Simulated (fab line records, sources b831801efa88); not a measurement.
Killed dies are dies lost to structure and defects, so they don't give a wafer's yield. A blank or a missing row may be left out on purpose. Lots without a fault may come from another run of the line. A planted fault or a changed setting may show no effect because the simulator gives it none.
Split-lot experiment | flow sky130 | 5 lots, 23 wafers read, on a route of 708 steps

THE SPLIT
At SKY_VT_ADJUST_NCORE_DEVELOP_06 (develop time 60 s), the setting dev_temp_c was moved away from the recipe's 23 C on 5 of the 23 wafers read, by -9.2% to +9.8%. The other wafers ran this setting at the recipe's value.

The file shows no step between the split and the reading.

THE READING
cd_nm, in nm, at SKY_VT_ADJUST_NCORE_CD_MEAS_07 (target cd 380 nm). Fault-free wafers of this fab line usually give 379.5 nm, standard deviation 2.9 nm.

wafer  | tool, chamber at the split | dev_temp_c as run, C | against the recipe | cd_nm, nm | against lot-mates on the recipe
L074.1 | litho_track-03, 0          | 23                   | recipe             | 379.1     | -
L074.3 | litho_track-03, 0          | 23                   | recipe             | 377.0     | -
L074.4 | litho_track-03, 0          | 23                   | recipe             | 380.1     | -
L074.5 | litho_track-03, 0          | 23                   | recipe             | 376.6     | -
L074.6 | litho_track-03, 0          | 23                   | recipe             | 377.0     | -
L076.1 | litho_track-03, 0          | 23                   | recipe             | 379.3     | -
L076.2 | litho_track-03, 0          | 23                   | recipe             | 379.8     | -
L076.6 | litho_track-03, 0          | 23                   | recipe             | 379.3     | -
L077.1 | litho_track-01, 0          | 23                   | recipe             | 377.3     | -
L077.3 | litho_track-01, 0          | 20.88                | -9.2%              | 385.7     | +8.9
L077.4 | litho_track-01, 0          | 23                   | recipe             | 376.2     | -
L077.5 | litho_track-01, 0          | 20.88                | -9.2%              | 381.9     | +5.1
L077.6 | litho_track-01, 0          | 20.88                | -9.2%              | 383.1     | +6.4
L081.1 | litho_track-04, 0          | 23                   | recipe             | 377.5     | -
L081.2 | litho_track-04, 0          | 23                   | recipe             | 376.5     | -
L081.3 | litho_track-04, 0          | 23                   | recipe             | 379.3     | -
L081.4 | litho_track-04, 0          | 23                   | recipe             | 377.1     | -
L081.6 | litho_track-04, 0          | 23                   | recipe             | 381.8     | -
L083.1 | litho_track-01, 0          | 23                   | recipe             | 382.4     | -
L083.2 | litho_track-01, 0          | 25.25                | +9.8%              | 373.5     | -8.9
L083.3 | litho_track-01, 0          | 25.25                | +9.8%              | 372.0     | -10.4
L083.4 | litho_track-01, 0          | 23                   | recipe             | 382.0     | -
L083.6 | litho_track-01, 0          | 23                   | recipe             | 382.7     | -

THE FIT
A straight line over all 23 wafers: cd_nm changes by -0.56 nm for each +1% of dev_temp_c; r = -0.78; the points scatter about the line by 2.1 nm.
The same after taking each lot's own level away (the mean of its wafers on the recipe; 23 wafers): -0.848 nm for each +1%; r = -0.94; scatter 1.4 nm.
On that fit, the largest move of dev_temp_c shifts the reading by 8.3 nm.
The lots' own levels span 376.75 to 382.37 nm, that is 1.9 times the standard deviation above.
So the lot-to-lot level blurs the effect unless lot-mates are compared.
Check: with one of the wafers moved furthest among these (+9.8%) left out of the fit, the line predicts -8.42 nm for it against its lot-mates. It came out at -8.87 nm against them.

OTHER SPLITS ON THESE WAFERS
These wafers also went through other splits before the reading. Each is held against what the fit with the lots' levels taken away leaves over:
other split on the same wafers         | wafers away from the commonest value | r with cd_nm (lot level and that fit taken away)
SKY_FIELD_ISO_COAT_08 resist_thk_nm    | 9                                    | +0.32
SKY_DNWELL_COAT_02 spin_rpm            | 10                                   | +0.15
SKY_DNWELL_DEVELOP_06 develop_time_s   | 5                                    | +0.11
SKY_NWELL_IMPLANT_24 energy_kev        | 5                                    | +0.33
SKY_VT_ADJUST_LVTN_IMPLANT_08 dose_cm2 | 7                                    | +0.17
SKY_VT_ADJUST_LVTN_SOFTBAKE_14 temp_c  | 11                                   | -0.03

THE FILE'S OWN FIT
cd_nm changes by -0.87 nm for each +1% of dev_temp_c, r = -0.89.
